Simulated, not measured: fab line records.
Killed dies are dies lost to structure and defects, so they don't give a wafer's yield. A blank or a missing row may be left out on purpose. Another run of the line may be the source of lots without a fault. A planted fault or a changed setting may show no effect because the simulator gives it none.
fab line records	flow sfq_line
record: lots: 5	wafers: 23
route steps=325 shown INCOMING@2 L0@3 M0@32 I0@47 M1@66 M2@89
start_h: start of the lot's first displayed wafer, in hours after the record's first day	wait_h: hours elapsed since this lot's preceding step	" same as the row above	L1.1+2: one row covering several wafers at once	- no value, or no start given	* or withheld: withheld	< > ~ a bound
route shown NAME@n: a module of which the file shows steps, and the number in the route of the first	usual: the fault-free wafers' mean and standard deviation	same: alike in all rows	chamber/n: place in a boat	sites: readings site by site	_std_site: the standard deviation of these	_edge_site: the outer-site mean with the inner-site mean subtracted	radius_mm: how far each site lies from the wafer's centre	mask NAME#n: copy n	behind: the most recent tool/chamber to have shaped the wafer	hold: reason for holding the lot/hours on hold/outcome of the hold	device: the transistor (n, p or np) that didn't switch	end of line: the same wafers' tests at the end of the route	where a step has no rows: the recipe by itself	killed: count of dies lost to structure and defects at first sort (not the wafer's yield)	map: shows each die of a wafer: x if killed, . if not, _ if none is there
set.NAME: the run value of the setting; set.NAME@STEP: its run value at that earlier step	model.NAME: the simulator's own value behind a step, which no gauge read
lots with deliberately changed settings; one table per step, one row per wafer
== steps ==
step: SFQ_TRILAYER_INCOMING_OXIDATION_002
recipe: temp_c: 1000	ambient: H2O	target_thk_a: 5000	p_h2o_torr: 720	ox_time_s: 4939
lot.wafer	tool	chamber	start_h	wait_h	set.ox_time_s	model.SiO2_of_TRILAYER_INCOMING_OXIDATION_002.thk_nm
L077.1	-	-	-	0.1	4688	495.4
L077.2	"	-	"	"	4688	499.7
L077.4	"	-	"	"	4688	496.6
L077.5	"	-	"	"	4688	500.5
L077.6	"	-	"	"	4688	495.9
L079.1	-	-	-	0.1	5454	528.6
L079.2	"	-	"	"	5454	534.3
L079.3	"	-	"	"	5454	532.1
L079.4	"	-	"	"	5454	541.8
L079.6	"	-	"	"	5454	537.4
L080.1	-	-	-	0.1	5305	516.7
L080.2	"	-	"	"	5305	521.2
L080.3	"	-	"	"	5305	517.2
L080.4	"	-	"	"	5305	524
L080.5	"	-	"	"	5305	513
L081.1+5	furnace-01	0	45.12	0.1	4939	512.6
L081.4	"	0	"	"	4939	512.5
L085.2	-	-	-	0.1	5290	531.6
L085.3	"	-	"	"	5290	523
L085.4	"	-	"	"	5290	529.1
L085.5	"	-	"	"	5290	535
L085.6	"	-	"	"	5290	534
step: SFQ_TRILAYER_L0_DEP_SPUTTER_003
recipe: material: MoNx_KI	base_pressure_pa: 1.33e-06	target_thk_nm: 40	power_w: 800	time_s: 100	chamber_pressure_pa: 0.4
lot.wafer	tool	chamber	start_h	wait_h	set.time_s	model.MoNx_KI_of_TRILAYER_L0_DEP_SPUTTER_003.thk_nm
L077.1	pvd_sputter-03	-	-	-	100	40.76
L077.2	"	-	"	"	111.1	45.03
L077.4	"	-	"	"	111.1	44.66
L077.5	"	-	"	"	100	40.63
L077.6	"	-	"	"	100	40.5
L079.1	pvd_sputter-06	-	-	-	100	40.69
L079.2	"	-	"	"	100	40
L079.3	"	-	"	"	100	40.13
L079.4	"	-	"	"	100	40.68
L079.6	"	-	"	"	100	40.3
L080.1	pvd_sputter-04	-	-	-	93.92	38.77
L080.2	"	-	"	"	100	39.92
L080.3	"	-	"	"	93.92	37.09
L080.4	"	-	"	"	100	40.41
L080.5	"	-	"	"	93.92	37.78
L081.1	pvd_sputter-06	-	47.49	0.0	100	39.14
L081.4	"	-	"	"	100	39.85
L081.5	"	-	"	"	100	39.41
L085.2	pvd_sputter-04	-	-	-	100	40.01
L085.3	"	-	"	"	100	41.72
L085.4	"	-	"	"	100	40.1
L085.5	"	-	"	"	100	40.37
L085.6	"	-	"	"	100	39.77
step: SFQ_L0_RS_MEAS_901
recipe: thk_meas_gauge: four-point-probe	reads: MoNx_KI_of_TRILAYER_L0_DEP_SPUTTER_003
usual: L0_MONX_KI_RS: 43.4/0.59
lot.wafer	tool	chamber	start_h	wait_h	set.time_s@TRILAYER_L0_DEP_SPUTTER_003	L0_MONX_KI_RS[ohm/sq]
L077.1	film_metro-02	-	27.56	0.0	100	42.7
L077.2	"	-	"	"	111.1	38.6
L077.4	"	-	"	"	111.1	39.0
L077.5	"	-	"	"	100	42.9
L077.6	"	-	"	"	100	43.1
L079.1	film_metro-01	-	37.56	0.0	100	42.8
L079.2	"	-	"	"	100	43.6
L079.3	"	-	"	"	100	43.4
L079.4	"	-	"	"	100	42.8
L079.6	"	-	"	"	100	43.2
L080.1	film_metro-01	-	42.56	0.0	93.92	45.0
L080.2	"	-	"	"	100	43.7
L080.3	"	-	"	"	93.92	47.0
L080.4	"	-	"	"	100	43.1
L080.5	"	-	"	"	93.92	46.2
L081.1	film_metro-02	-	47.56	0.0	100	44.5
L081.4	"	-	"	"	100	43.7
L081.5	"	-	"	"	100	44.1
L085.2	film_metro-02	-	67.58	0.1	100	43.5
L085.3	"	-	"	"	100	41.7
L085.4	"	-	"	"	100	43.3
L085.5	"	-	"	"	100	43.1
L085.6	"	-	"	"	100	43.7
step: SFQ_L0_THK_MEAS_902
recipe: thk_meas_gauge: xrf	reads: MoNx_KI_of_TRILAYER_L0_DEP_SPUTTER_003
usual: L0_MONX_KI_THK: 40.0/0.57
lot.wafer	tool	chamber	start_h	wait_h	set.time_s@TRILAYER_L0_DEP_SPUTTER_003	L0_MONX_KI_THK[nm]
L077.1	film_metro-02	-	27.68	0.1	100	40.9
L077.2	"	-	"	"	111.1	45.2
L077.4	"	-	"	"	111.1	44.7
L077.5	"	-	"	"	100	40.5
L077.6	"	-	"	"	100	40.3
L079.1	film_metro-01	-	37.68	0.1	100	40.4
L079.2	"	-	"	"	100	39.9
L079.3	"	-	"	"	100	40.1
L079.4	"	-	"	"	100	40.9
L079.6	"	-	"	"	100	40.5
L080.1	film_metro-01	-	42.68	0.1	93.92	38.7
L080.2	"	-	"	"	100	39.6
L080.3	"	-	"	"	93.92	37.0
L080.4	"	-	"	"	100	40.5
L080.5	"	-	"	"	93.92	37.6
L081.1	film_metro-02	-	47.68	0.1	100	38.9
L081.4	"	-	"	"	100	39.6
L081.5	"	-	"	"	100	39.3
L085.2	film_metro-02	-	67.69	0.1	100	40.0
L085.3	"	-	"	"	100	41.5
L085.4	"	-	"	"	100	40.0
L085.5	"	-	"	"	100	40.1
L085.6	"	-	"	"	100	39.8
step: SFQ_TRILAYER_L0_BARC_OPEN_METAL_ETCH_010
recipe: mask_material: PR	chemistry: O2	target_depth_nm: 125	target: BARC	icp_w: 600	bias_w: 80	pressure_mtorr: 10	time_s: 41.7
lot.wafer	tool	chamber	start_h	wait_h	set.icp_w
L077.1+2+6	rie_metal-03	0,1,0	87.75	0.1	600
L077.4+5	"	0,1	"	"	664.5
L079.1+6	rie_metal-01	0	102.43	0.1	600
L079.2+3+4	"	0	"	"	575
L080.1+4+5	rie_metal-01	1,0,1	112.81	0.1	600
L080.2+3	"	0,1	"	"	625.2
L081.1+4+5	rie_metal-03	0	116.41	0.1	600
L085.2+3+5	rie_metal-03	1,1,0	141.61	0.1	559.6
L085.4+6	"	0,1	"	"	600
step: SFQ_TRILAYER_L0_ETCH_METAL_ETCH_008
recipe: target: MoNx_KI	stop_on: SiO2	mask_material: PR	chemistry: SF6/O2	target_depth_nm: 50	icp_w: 600	bias_w: 80	pressure_mtorr: 10	time_s: 25
usual: oes_product_au: 0.875/0.0096
lot.wafer	tool	chamber	start_h	wait_h	set.time_s@TRILAYER_L0_DEP_SPUTTER_003	oes_product_au
L077.1	rie_metal-03	0	87.81	0.0	100	0.885
L077.2	"	1	"	"	111.1	0.934
L077.4	"	0	"	"	111.1	0.949
L077.5	"	1	"	"	100	0.879
L077.6	"	0	"	"	100	0.876
L079.1	rie_metal-01	0	102.55	0.1	100	0.889
L079.2	"	0	"	"	100	0.869
L079.3	"	0	"	"	100	0.878
L079.4	"	0	"	"	100	0.891
L079.6	"	0	"	"	100	0.878
L080.1	rie_metal-01	1	112.87	0.0	93.92	0.862
L080.2	"	0	"	"	100	0.878
L080.3	"	1	"	"	93.92	0.835
L080.4	"	0	"	"	100	0.880
L080.5	"	1	"	"	93.92	0.844
L081.1	rie_metal-03	0	116.47	0.0	100	0.869
L081.4	"	0	"	"	100	0.875
L081.5	"	0	"	"	100	0.867
L085.2	rie_metal-03	1	141.67	0.0	100	0.875
L085.3	"	1	"	"	100	0.894
L085.4	"	0	"	"	100	0.872
L085.5	"	0	"	"	100	0.880
L085.6	"	1	"	"	100	0.878
step: SFQ_TRILAYER_M0_LITHO_COAT_026
recipe: resist: BARC	spin_rpm: 3000	resist_thk_nm: 62
lot.wafer	tool	chamber	start_h	wait_h	set.spin_rpm	model.BARC_of_TRILAYER_M0_LITHO_COAT_026.thk_nm
L077.1	litho_track-01	0	160.80	0.1	3000	61.8
L077.2	"	0	"	"	3000	61.69
L077.4+6	"	0	"	"	2925	62.61
L077.5	"	0	"	"	3000	62.05
L079.1+3	litho_track-01	0	187.57	0.1	3000	61.85
L079.2	"	0	"	"	3059	61.1
L079.4	"	0	"	"	3059	61.18
L079.6	"	0	"	"	3000	61.9
L080.1	litho_track-02	0	204.37	0.1	3000	62.22
L080.2	"	0	"	"	3098	61.19
L080.3	"	0	"	"	3098	61.23
L080.4	"	0	"	"	3000	62.55
L080.5	"	0	"	"	3098	61.3
L081.1	litho_track-03	0	205.57	0.1	3000	62.22
L081.4	"	0	"	"	3000	62.17
L081.5	"	0	"	"	3000	62.11
L085.2	litho_track-02	0	228.47	0.1	3000	61.79
L085.3	"	0	"	"	3147	60.31
L085.4	"	0	"	"	3147	60.42
L085.5	"	0	"	"	3000	61.66
L085.6	"	0	"	"	3000	61.99
step: SFQ_TRILAYER_M0_LITHO_EXPOSE_022
recipe: mask_id: M0	na: 0.6	source_shape: conventional	sigma_outer: 0.65	target_cd_nm: 500	dose_mj: 14.4
lot.wafer	tool	chamber	start_h	wait_h	mask	set.dose_mj
L077.1+2+4	krf_scanner-01	0	244.91	-	M0#0	14.05
L077.5+6	"	0	"	"	M0#0	14.4
L079.1+2	krf_scanner-02	0	283.11	-	M0#0	14.97
L079.3+4+6	"	0	"	"	M0#0	14.4
L080.1+3+4	krf_scanner-02	0	307.11	-	M0#0	14.8
L080.2+5	"	0	"	"	M0#0	14.4
L081.1+4+5	krf_scanner-02	0	309.51	-	M0#0	14.4
L085.2+5	krf_scanner-01	0	344.43	-	M0#0	15.42
L085.3+4+6	"	0	"	"	M0#0	14.4
step: SFQ_TRILAYER_M0_LITHO_PEB_024
recipe: peb_temp_c: 115	peb_time_s: 60	resist: KrF
step: SFQ_TRILAYER_M0_LITHO_DEVELOP_023
recipe: time_s: 60	resist: KrF
step: SFQ_TRILAYER_M0_BARC_OPEN_METAL_ETCH_031
recipe: mask_material: PR	chemistry: O2	target_depth_nm: 125	target: BARC	icp_w: 600	bias_w: 80	pressure_mtorr: 10	time_s: 41.7
lot.wafer	tool	chamber	start_h	wait_h	set.dose_mj@TRILAYER_M0_LITHO_EXPOSE_022	model.M0.cd_nm
L077.1	rie_metal-01	0	246.45	0.0	14.05	502.1
L077.2	"	1	"	"	14.05	503.1
L077.4	"	1	"	"	14.05	502.7
L077.5	"	0	"	"	14.4	499.2
L077.6	"	1	"	"	14.4	499.6
L079.1	rie_metal-04	0	284.65	0.0	14.97	493
L079.2	"	1	"	"	14.97	494.1
L079.3	"	0	"	"	14.4	500.3
L079.4	"	1	"	"	14.4	501.5
L079.6	"	0	"	"	14.4	498.2
L080.1	rie_metal-01	1	308.65	0.0	14.8	497.4
L080.2	"	0	"	"	14.4	500.8
L080.3	"	1	"	"	14.8	496.6
L080.4	"	0	"	"	14.8	495
L080.5	"	1	"	"	14.4	500.7
L081.1	rie_metal-02	1	311.05	0.0	14.4	500.1
L081.4	"	0	"	"	14.4	498.1
L081.5	"	0	"	"	14.4	499.5
L085.2	rie_metal-04	0	345.76	0.0	15.42	489.2
L085.3	"	1	"	"	14.4	500.7
L085.4	"	0	"	"	14.4	499.9
L085.5	"	1	"	"	15.42	490.8
L085.6	"	0	"	"	14.4	499.7
step: SFQ_TRILAYER_M0_ETCH_METAL_ETCH_024
recipe: target: Nb	stop_on: SiO2	mask_material: PR	chemistry: Cl2/Ar	target_depth_nm: 240	icp_w: 600	bias_w: 80	pressure_mtorr: 10	time_s: 120
lot.wafer	tool	chamber	start_h	wait_h	set.dose_mj@TRILAYER_M0_LITHO_EXPOSE_022	model.M0.cd_nm
L077.1	rie_metal-01	0	246.51	0.0	14.05	502.3
L077.2	"	1	"	"	14.05	501.9
L077.4	"	1	"	"	14.05	500.9
L077.5	"	0	"	"	14.4	498.4
L077.6	"	1	"	"	14.4	499.5
L079.1	rie_metal-04	0	284.71	0.0	14.97	492.9
L079.2	"	1	"	"	14.97	493.7
L079.3	"	0	"	"	14.4	498.9
L079.4	"	1	"	"	14.4	500.9
L079.6	"	0	"	"	14.4	497.8
L080.1	rie_metal-01	1	308.71	0.0	14.8	497.7
L080.2	"	0	"	"	14.4	502.3
L080.3	"	1	"	"	14.8	496.7
L080.4	"	0	"	"	14.8	497.1
L080.5	"	1	"	"	14.4	499.4
L081.1	rie_metal-02	1	311.11	0.0	14.4	499.4
L081.4	"	0	"	"	14.4	494.9
L081.5	"	0	"	"	14.4	496.4
L085.2	rie_metal-04	0	345.84	0.1	15.42	488.9
L085.3	"	1	"	"	14.4	500.5
L085.4	"	0	"	"	14.4	499.9
L085.5	"	1	"	"	15.42	490.2
L085.6	"	0	"	"	14.4	499.8
step: SFQ_TRILAYER_I0_VIA_LITHO_COAT_036
recipe: resist: BARC	spin_rpm: 3000	resist_thk_nm: 62
lot.wafer	tool	chamber	start_h	wait_h	set.spin_rpm	model.BARC_of_TRILAYER_I0_VIA_LITHO_COAT_036.thk_nm
L077.1	litho_track-01	0	258.41	1.0	2846	64.06
L077.2	"	0	"	"	3000	62.27
L077.4	"	0	"	"	3000	62.2
L077.5	"	0	"	"	3000	62.14
L077.6	"	0	"	"	2846	63.86
L079.1	litho_track-01	0	290.01	1.0	3000	62.18
L079.2	"	0	"	"	3000	62.29
L079.3+4	"	0	"	"	2939	62.76
L079.6	"	0	"	"	3000	61.97
L080.1	litho_track-04	0	314.01	1.0	3097	61.1
L080.2+3	"	0	"	"	3000	62.03
L080.4	"	0	"	"	3000	61.81
L080.5	"	0	"	"	3097	61.03
L081.1	litho_track-01	0	316.41	1.0	3000	62.09
L081.4	"	0	"	"	3000	62.13
L081.5	"	0	"	"	3000	62.14
L085.2	litho_track-04	0	351.43	0.8	3000	62.42
L085.3	"	0	"	"	3000	62.13
L085.4	"	0	"	"	3000	62.19
L085.5	"	0	"	"	3000	62.1
L085.6	"	0	"	"	3000	62.38
step: SFQ_TRILAYER_M1_LITHO_PEB_042
recipe: peb_temp_c: 115	peb_time_s: 60	resist: KrF
lot.wafer	tool	chamber	start_h	wait_h	set.peb_temp_c
L077.1+4+5	litho_track-01	0	463.06	1.0	115
L077.2+6	"	0	"	"	113.8
L079.1+2+3+4+6	litho_track-01	0	469.06	1.0	115
L080.1+2+3+4+5	litho_track-03	0	470.26	1.0	115
L081.1+4+5	litho_track-01	0	472.66	1.0	115
L085.2+6	litho_track-04	0	495.28	0.8	113.8
L085.3+4+5	"	0	"	"	115
step: SFQ_TRILAYER_M1_LITHO_DEVELOP_041
recipe: time_s: 60	resist: KrF
step: SFQ_TRILAYER_M1_BARC_OPEN_METAL_ETCH_054
recipe: mask_material: PR	chemistry: O2	target_depth_nm: 125	target: BARC	icp_w: 600	bias_w: 80	pressure_mtorr: 10	time_s: 41.7
lot.wafer	tool	chamber	start_h	wait_h	set.peb_temp_c@TRILAYER_M1_LITHO_PEB_042	model.M1.cd_nm
L077.1	rie_metal-03	0	463.39	0.0	115	500
L077.2	"	1	"	"	113.8	522.1
L077.4	"	0	"	"	115	499.6
L077.5	"	0	"	"	115	499.1
L077.6	"	1	"	"	113.8	523
L079.1	rie_metal-01	0	469.39	0.0	115	502.1
L079.2	"	1	"	"	115	500.1
L079.3+6	"	1	"	"	115	500.8
L079.4	"	0	"	"	115	501
L080.1	rie_metal-02	1	470.59	0.0	115	500
L080.2	"	0	"	"	115	500.5
L080.3+4	"	0,1	"	"	115	500.3
L080.5	"	1	"	"	115	500.1
L081.1	rie_metal-01	1	472.99	0.0	115	502.4
L081.4	"	1	"	"	115	500.3
L081.5	"	0	"	"	115	502.7
L085.2	rie_metal-03	1	495.61	0.0	113.8	523.4
L085.3	"	1	"	"	115	499.6
L085.4	"	1	"	"	115	498.5
L085.5	"	1	"	"	115	500.5
L085.6	"	1	"	"	113.8	523.1
step: SFQ_TRILAYER_M1_ETCH_METAL_ETCH_042
recipe: target: Nb	stop_on: SiO2	mask_material: PR	chemistry: Cl2/Ar	target_depth_nm: 240	icp_w: 600	bias_w: 80	pressure_mtorr: 10	time_s: 120
lot.wafer	tool	chamber	start_h	wait_h	set.time_s	model.KrF_of_TRILAYER_M1_LITHO_COAT_039.thk_nm
L077.1	rie_metal-03	0	463.45	0.0	120	380.6
L077.2	"	1	"	"	112.1	389.7
L077.4	"	0	"	"	112.1	392.4
L077.5	"	0	"	"	120	381.8
L077.6	"	1	"	"	120	382.6
L079.1	rie_metal-01	0	469.45	0.0	120	380.9
L079.2	"	1	"	"	120	384.5
L079.3	"	1	"	"	120	386.3
L079.4	"	0	"	"	120	379.8
L079.6	"	1	"	"	120	384.6
L080.1	rie_metal-02	1	470.65	0.0	120	380.2
L080.2	"	0	"	"	120	381
L080.3	"	0	"	"	136.2	360.4
L080.4	"	1	"	"	136.2	359.9
L080.5	"	1	"	"	120	381.4
L081.1	rie_metal-01	1	473.05	0.0	120	385.6
L081.4	"	1	"	"	120	386.1
L081.5	"	0	"	"	120	380.4
L085.2	rie_metal-03	1	495.75	0.1	128.6	369.6
L085.3	"	1	"	"	128.6	369.4
L085.4	"	1	"	"	120	381.2
L085.5	"	1	"	"	120	381
L085.6	"	1	"	"	120	383.2
step: SFQ_TRILAYER_M2_DEP_SPUTTER_055
recipe: material: Nb	base_pressure_pa: 1.33e-06	chamber_pressure_pa: 0.1333	substrate_temp_c: 20	resputter_cathode_voltage_v: 400	target_thk_nm: 200	power_w: 2000	time_s: 133.3
lot.wafer	tool	chamber	start_h	wait_h	set.time_s	model.Nb_of_TRILAYER_M2_DEP_SPUTTER_055.thk_nm
L077.1	pvd_sputter-05	-	474.99	0.0	133.3	198.3
L077.2	"	-	"	"	133.3	201.8
L077.4	"	-	"	"	133.3	204.8
L077.5	"	-	"	"	133.3	203.9
L077.6	"	-	"	"	133.3	201
L079.1	pvd_sputter-04	-	478.63	0.0	133.3	195.9
L079.2	"	-	"	"	133.3	198.3
L079.3	"	-	"	"	148.3	222.1
L079.4	"	-	"	"	133.3	196.3
L079.6	"	-	"	"	148.3	222.3
L080.1	pvd_sputter-05	-	479.81	0.0	152.2	233
L080.2	"	-	"	"	133.3	198.5
L080.3	"	-	"	"	133.3	200.2
L080.4	"	-	"	"	152.2	230.1
L080.5	"	-	"	"	133.3	198.7
L081.1	pvd_sputter-06	-	482.20	0.0	133.3	196.7
L081.4	"	-	"	"	133.3	199.6
L081.5	"	-	"	"	133.3	201
L085.2	pvd_sputter-04	-	505.07	0.0	147.8	223.2
L085.3	"	-	"	"	133.3	198.8
L085.4	"	-	"	"	147.8	221.1
L085.5	"	-	"	"	133.3	201.5
L085.6	"	-	"	"	133.3	201
step: SFQ_M2_RS_MEAS_914
recipe: thk_meas_gauge: four-point-probe	reads: Nb_of_TRILAYER_M2_DEP_SPUTTER_055
usual: M2_NB_RS: 0.889/0.012
lot.wafer	tool	chamber	start_h	wait_h	set.time_s@TRILAYER_M2_DEP_SPUTTER_055	M2_NB_RS[ohm/sq]
L077.1	film_metro-04	-	475.08	0.0	133.3	0.897
L077.2	"	-	"	"	133.3	0.882
L077.4	"	-	"	"	133.3	0.868
L077.5	"	-	"	"	133.3	0.872
L077.6	"	-	"	"	133.3	0.885
L079.1	film_metro-04	-	478.73	0.1	133.3	0.910
L079.2	"	-	"	"	133.3	0.900
L079.3	"	-	"	"	148.3	0.800
L079.4	"	-	"	"	133.3	0.908
L079.6	"	-	"	"	148.3	0.798
L080.1	film_metro-04	-	479.90	0.0	152.2	0.763
L080.2	"	-	"	"	133.3	0.896
L080.3	"	-	"	"	133.3	0.889
L080.4	"	-	"	"	152.2	0.772
L080.5	"	-	"	"	133.3	0.897
L081.1	film_metro-04	-	482.29	0.0	133.3	0.904
L081.4	"	-	"	"	133.3	0.891
L081.5	"	-	"	"	133.3	0.886
L085.2	film_metro-04	-	505.18	0.1	147.8	0.798
L085.3	"	-	"	"	133.3	0.895
L085.4	"	-	"	"	147.8	0.803
L085.5	"	-	"	"	133.3	0.882
L085.6	"	-	"	"	133.3	0.885
== key ==
split: step: SFQ_TRILAYER_INCOMING_OXIDATION_002	setting: ox_time_s	stated: 4939	by: lot
response: step: SFQ_TRILAYER_INCOMING_OXIDATION_002	reading: model.SiO2_of_TRILAYER_INCOMING_OXIDATION_002.thk_nm	change: +2.23	per: 1%	r: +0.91
split: step: SFQ_TRILAYER_L0_DEP_SPUTTER_003	setting: time_s	stated: 100	by: wafer
response: step: SFQ_TRILAYER_L0_DEP_SPUTTER_003	reading: model.MoNx_KI_of_TRILAYER_L0_DEP_SPUTTER_003.thk_nm	change: +0.379	per: 1%	r: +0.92
response: step: SFQ_L0_RS_MEAS_901	reading: L0_MONX_KI_RS	change: -0.383	per: 1%	r: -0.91
response: step: SFQ_L0_THK_MEAS_902	reading: L0_MONX_KI_THK	change: +0.39	per: 1%	r: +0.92
response: step: SFQ_TRILAYER_L0_ETCH_METAL_ETCH_008	reading: oes_product_au	change: +0.00548	per: 1%	r: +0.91
split: step: SFQ_TRILAYER_L0_BARC_OPEN_METAL_ETCH_010	setting: icp_w	stated: 600	by: wafer
response none clear
split: step: SFQ_TRILAYER_M0_LITHO_COAT_026	setting: spin_rpm	stated: 3000	by: wafer
response: step: SFQ_TRILAYER_M0_LITHO_COAT_026	reading: model.BARC_of_TRILAYER_M0_LITHO_COAT_026.thk_nm	change: -0.317	per: 1%	r: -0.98
split: step: SFQ_TRILAYER_M0_LITHO_EXPOSE_022	setting: dose_mj	stated: 14.4	by: wafer
response: step: SFQ_TRILAYER_M0_BARC_OPEN_METAL_ETCH_031	reading: model.M0.cd_nm	change: -1.47	per: 1%	r: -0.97
response: step: SFQ_TRILAYER_M0_ETCH_METAL_ETCH_024	reading: model.M0.cd_nm	change: -1.44	per: 1%	r: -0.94
split: step: SFQ_TRILAYER_I0_VIA_LITHO_COAT_036	setting: spin_rpm	stated: 3000	by: wafer
response: step: SFQ_TRILAYER_I0_VIA_LITHO_COAT_036	reading: model.BARC_of_TRILAYER_I0_VIA_LITHO_COAT_036.thk_nm	change: -0.321	per: 1%	r: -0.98
split: step: SFQ_TRILAYER_M1_LITHO_PEB_042	setting: peb_temp_c	stated: 115	by: wafer
response: step: SFQ_TRILAYER_M1_BARC_OPEN_METAL_ETCH_054	reading: model.M1.cd_nm	change: -22.4	per: 1%	r: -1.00
split: step: SFQ_TRILAYER_M1_ETCH_METAL_ETCH_042	setting: time_s	stated: 120	by: wafer
response: step: SFQ_TRILAYER_M1_ETCH_METAL_ETCH_042	reading: model.KrF_of_TRILAYER_M1_LITHO_COAT_039.thk_nm	change: -1.55	per: 1%	r: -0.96
split: step: SFQ_TRILAYER_M2_DEP_SPUTTER_055	setting: time_s	stated: 133.3	by: wafer
response: step: SFQ_TRILAYER_M2_DEP_SPUTTER_055	reading: model.Nb_of_TRILAYER_M2_DEP_SPUTTER_055.thk_nm	change: +2.2	per: 1%	r: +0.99
response: step: SFQ_M2_RS_MEAS_914	reading: M2_NB_RS	change: -0.00883	per: 1%	r: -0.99
